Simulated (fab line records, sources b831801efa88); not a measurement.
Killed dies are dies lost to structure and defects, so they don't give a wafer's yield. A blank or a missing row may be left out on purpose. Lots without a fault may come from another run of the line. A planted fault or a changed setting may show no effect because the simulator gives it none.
A struck lot beside a sound one | flow gf180mcu | 43 steps out of a route of 602
Sound: wafers L956.1, L956.3, L956.4. Struck: wafers L971.2, L971.4, L971.6. The cause comes at the end.
At each step with rows: each side's tool, then ch and its chambers, then its first start. Under that, the readings that differ: sound wafers | struck wafers | difference of the means | sigmas: that difference in standard deviations of wafers without a fault.
alike: readings whose means differ by less than 2 such deviations, and words and numbers that are the same on both sides. not compared: withheld readings, readings that some wafer has no value for, bounds like >300 that may hide the same value, and numbers for which the record gives no deviation and whose values overlap.
The two part at a step that has a row with sigmas, a row that says differs or no value, or rows on one side only. Numbers that don't overlap but have no deviation are shown without sigmas and don't part them. A reading that every wafer of one side lacks parts them only if that side has two wafers or more.

first, 4 steps without rows for these wafers: GF_V2_STRIP_19 (strips in post etch residue remover, time 1200 s); GF_V2_CLEAN_20 (cleans in DIW); GF_V2_SPUTTER_21 (material Ti, target thk 15 nm, time 80.02 s); GF_V2_SPUTTER_22 (material TiN, target thk 10 nm, time 40 s).
GF_V2_CVD_23: deposits W, target thk 350 nm, time 104.94 s.
  sound on cvd_w-01 ch 0,1, day 21 04:29; struck on cvd_w-02 ch 0, day 26 06:33
  alike: heater_power_w, susceptor_temp_C
GF_V2_RS_MEAS_24: measures by four-point-probe.
  sound on film_metro-04, day 21 04:36; struck on film_metro-01, day 26 06:41
  alike: V2_W_RS
GF_V2_THK_MEAS_25: measures by xrf.
  sound on film_metro-04, day 21 04:43; struck on film_metro-01, day 26 06:47
  alike: V2_W_THK
then, 3 steps without rows for these wafers: GF_V2_CMP_26 (polishes, stops on SiO2, t overpolish 15 s, target thk 0 nm); GF_M3_SPUTTER_00 (material Ti, target thk 37.5 nm, time 150 s); GF_M3_SPUTTER_01 (material TiN, target thk 30 nm, time 25 s).
GF_M3_SPUTTER_02: material AlCu, target thk 450 nm, time 23.9 s.
  sound on pvd_sputter-02, day 21 05:13; struck on pvd_sputter-04, day 26 07:16
  alike: chamber_pressure_pa, throttle_valve_pct
then, 1 step without rows for these wafers: GF_M3_SPUTTER_03 (material Ti, target thk 10 nm, time 6.7 s).
GF_M3_SPUTTER_04: material TiN, target thk 50 nm, time 41.7 s.
  sound on pvd_sputter-02, day 21 05:16; struck on pvd_sputter-04, day 26 07:19
  reading                                | sound                | struck               | difference | sigmas
  chamber_pressure_pa (Pa)               | 0.4008 0.4008 0.4016 | 0.4629 0.4623 0.4623 | +0.0614    | +64
  throttle_valve_pct (%)                 | 31.0 28.2 31.1       | 27.8 28.4 27.6       | -2.2       | -3
  model.TiN_of_M3_SPUTTER_04.thk_nm (nm) | 49.74 50.79 50.57    | 49.35 49.34 49.03    | -1.13      |
GF_M3_RS_MEAS_05: measures by four-point-probe.
  sound on film_metro-04, day 21 05:18; struck on film_metro-04, day 26 07:23
  alike: M3_ALCU_RS
GF_M3_THK_MEAS_06: measures by xrf.
  sound on film_metro-04, day 21 05:25; struck on film_metro-04, day 26 07:29
  alike: M3_ALCU_THK
then, 7 steps without rows for these wafers: GF_M3_DEHYDRATE_07 (time 60 s); GF_M3_HMDS_08 (prime time 60 s); GF_M3_COAT_09 (resist thk 1000 nm); GF_M3_SOFTBAKE_10 (time 60 s); GF_M3_EXPOSE_11 (exposes mask Metal3, target cd 280 nm); GF_M3_PEB_12 (peb time 90 s); GF_M3_DEVELOP_13 (develop time 60 s).
GF_M3_CD_MEAS_14: target cd 280 nm.
  sound on cd_sem-02, day 22 05:02; struck on cd_sem-01, day 27 04:36
  reading    | sound             | struck            | difference | sigmas
  cd_nm (nm) | 278.2 278.4 278.6 | 281.4 281.6 281.3 | +3.0       | +2
GF_M3_OVL_MEAS_15:
  sound on overlay-01, day 22 05:10; struck on overlay-01, day 27 04:43
  alike: M3_OVL
then, 1 step without rows for these wafers: GF_M3_METAL_ETCH_16 (etches the open film in Cl2/BCl3, stops on SiO2, target depth 750.8 nm, time 125.1 s).
GF_M3_STRIP_17: strips in O2/N2.
  sound on plasma_asher-03 ch 0,1, day 22 05:19; struck on plasma_asher-04 ch 1, day 27 04:52
  alike: drypump_motor_current_A, heater_power_w, oes_product_au, strip_time_to_endpoint_s
  not compared: rf_hours_counter_h
then, 3 steps without rows for these wafers: GF_M3_STRIP_18 (strips in post etch residue remover, time 1200 s); GF_M3_CLEAN_19 (cleans in DIW); GF_V3_CVD_00 (deposits SiO2, target thk 600 nm, time 100 s).
GF_V3_THK_MEAS_01:
  sound on film_metro-03, day 22 05:58; struck on film_metro-03, day 27 05:29
  alike: V3_CVD_00_THK
GF_V3_CVD_02: deposits SiO2 from TEOS, target thk 850 nm, time 94.851 s.
  sound on pecvd-03 ch 0,2, day 22 06:01; struck on pecvd-03 ch 0,1,2, day 27 05:32
  alike: heater_power_w, susceptor_temp_C
GF_V3_THK_MEAS_03:
  sound on film_metro-03, day 22 06:05; struck on film_metro-02, day 27 05:37
  alike: V3_CVD_02_THK
GF_V3_CMP_04: polishes SiO2.
  sound on cmp-01 ch 0,1,3, day 22 06:09; struck on cmp-01 ch 0,3, day 27 05:40
  alike: motor_current_A, platen_rpm, retaining_ring_pressure_frac, time_to_endpoint_s
GF_V3_BOW_MEAS_05:
  sound on film_metro-03, day 22 06:27; struck on film_metro-02, day 27 05:59
  alike: V3_BOW
then, 8 steps without rows for these wafers: GF_V3_DEHYDRATE_06 (time 60 s); GF_V3_HMDS_07 (prime time 60 s); GF_V3_COAT_08; GF_V3_COAT_09 (resist thk 1000 nm); GF_V3_SOFTBAKE_10 (time 60 s); GF_V3_EXPOSE_11 (exposes mask Via3, target cd 260 nm); GF_V3_PEB_12 (peb time 90 s); GF_V3_DEVELOP_13 (develop time 60 s).
GF_V3_STRIP_19: strips in post etch residue remover, time 1200 s.
  sound on wet_bench-01 ch 0, day 23 06:08; struck on wet_bench-03 ch 1, day 28 02:08
  reading                                | sound             | struck          | difference | sigmas
  model.TiN_of_M3_SPUTTER_04.thk_nm (nm) | 48.91 49.96 49.74 | 48.5 48.5 48.18 | -1.1       |
  alike: bath_guard_temp_C, bath_heat_duty_pct

WHERE THEY PART
First at GF_M3_SPUTTER_04; last, within this record, at GF_M3_CD_MEAS_14. Later steps at which nothing parts them and some readings are alike: GF_M3_OVL_MEAS_15, GF_M3_STRIP_17, GF_V3_THK_MEAS_01, GF_V3_CVD_02, GF_V3_THK_MEAS_03, GF_V3_CMP_04, GF_V3_BOW_MEAS_05, GF_V3_STRIP_19.

WHY: what the simulator had put in
Process parameter drift: pvd_sputter-04, from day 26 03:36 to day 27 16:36, at GF_M3_SPUTTER_04. Setting chamber_pressure_pa, moved by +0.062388, from 0.4. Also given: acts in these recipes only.
